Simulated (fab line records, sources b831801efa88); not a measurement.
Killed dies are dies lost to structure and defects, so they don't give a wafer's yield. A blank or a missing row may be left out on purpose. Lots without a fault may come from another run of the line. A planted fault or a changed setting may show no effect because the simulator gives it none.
Which tool did it? | flow sfq_line | 14 lots, 42 wafers sampled, at 1 step of a route of 325

WHAT THE GAUGES READ, wafer by wafer
The record holds no reading of a measuring or inspecting step that can be judged against a usual standard deviation.

WHICH TOOL RAN EACH LOT (tool, then ch and the chambers of the sampled wafers, then the start)
lot  | SFQ_TRILAYER_I7_VIA_LITHO_EXPOSE_188
L436 | krf_scanner-01 ch 0, day 78 04:02
L437 | krf_scanner-02 ch 0, day 78 15:49
L438 | krf_scanner-02 ch 0, day 78 17:01
L440 | krf_scanner-01 ch 0, day 79 01:15
L441 | krf_scanner-02 ch 0, day 79 07:01
L442 | krf_scanner-02 ch 0, day 81 02:49
L448 | krf_scanner-01 ch 0, day 82 01:04
L451 | krf_scanner-02, day 83 14:51
L452 | krf_scanner-01, day 84 10:32
L453 | krf_scanner-01 ch 0, day 84 14:42
L455 | krf_scanner-01 ch 0, day 86 10:51
L456 | krf_scanner-01 ch 0, day 88 20:20
L457 | krf_scanner-01 ch 0, day 88 21:32
L458 | krf_scanner-01 ch 0, day 88 22:56
- SFQ_TRILAYER_I7_VIA_LITHO_EXPOSE_188: exposes mask I7, target cd 1000 nm.

WHAT THE TOOLS THEMSELVES READ (means of the sampled wafers that have a number; where no wafer has one, the mark that the record gives instead)
SFQ_TRILAYER_I7_VIA_LITHO_EXPOSE_188.
lot  | tool           | exposure_dose_mJ_cm2 | focus_offset_nm (nm)
L436 | krf_scanner-01 | 21.332               | -0.2
L437 | krf_scanner-02 | 21.318               | -0.2
L438 | krf_scanner-02 | 21.267               | 0.1
L440 | krf_scanner-01 | 21.320               | 0.0
L441 | krf_scanner-02 | 21.330               | -0.5
L442 | krf_scanner-02 | 21.301               | -0.1
L448 | krf_scanner-01 | 21.324               | 0.6
L451 | krf_scanner-02 | -                    | -
L452 | krf_scanner-01 | -                    | -
L453 | krf_scanner-01 | 21.285               | 0.1
L455 | krf_scanner-01 | 21.297               | -0.2
L456 | krf_scanner-01 | 21.299               | -0.2
L457 | krf_scanner-01 | 21.284               | -0.5
L458 | krf_scanner-01 | 21.291               | 0.4

THE ANSWER, worked out from the rows above alone
Rule: what is usual is taken from the lots themselves. Put in order of their means at a reading, lots are off if they are a third of the lots or fewer, leave a main group of 4 or more, and stand apart from it by a gap of 3 or more times the standard deviation of the main group's means; of several such gaps the widest counts. A main group whose means are all the same, to the digits that the tables above print for the reading, isn't used. A lot without any number at a reading at which 4 lots or more have one is off too. The other lots that the step has rows for count as sound. The gauges are gone through in route order, then the tools' own readings, and for those a lot's mean is taken as printed above. The first step at which some lot is off is used, and at that step the reading that is off furthest; a lot without a number counts as furthest.
Off: L451, L452, at SFQ_TRILAYER_I7_VIA_LITHO_EXPOSE_188 (exposure_dose_mJ_cm2). Without a number there: L451, L452. The main group: mean 21.304, standard deviation 0.02.
A tool fits if, at that step or a process step before it, it ran every lot that is off, and no sound lot after the first of them. None of those tried fits.

WHAT THE SIMULATOR HAD PUT IN
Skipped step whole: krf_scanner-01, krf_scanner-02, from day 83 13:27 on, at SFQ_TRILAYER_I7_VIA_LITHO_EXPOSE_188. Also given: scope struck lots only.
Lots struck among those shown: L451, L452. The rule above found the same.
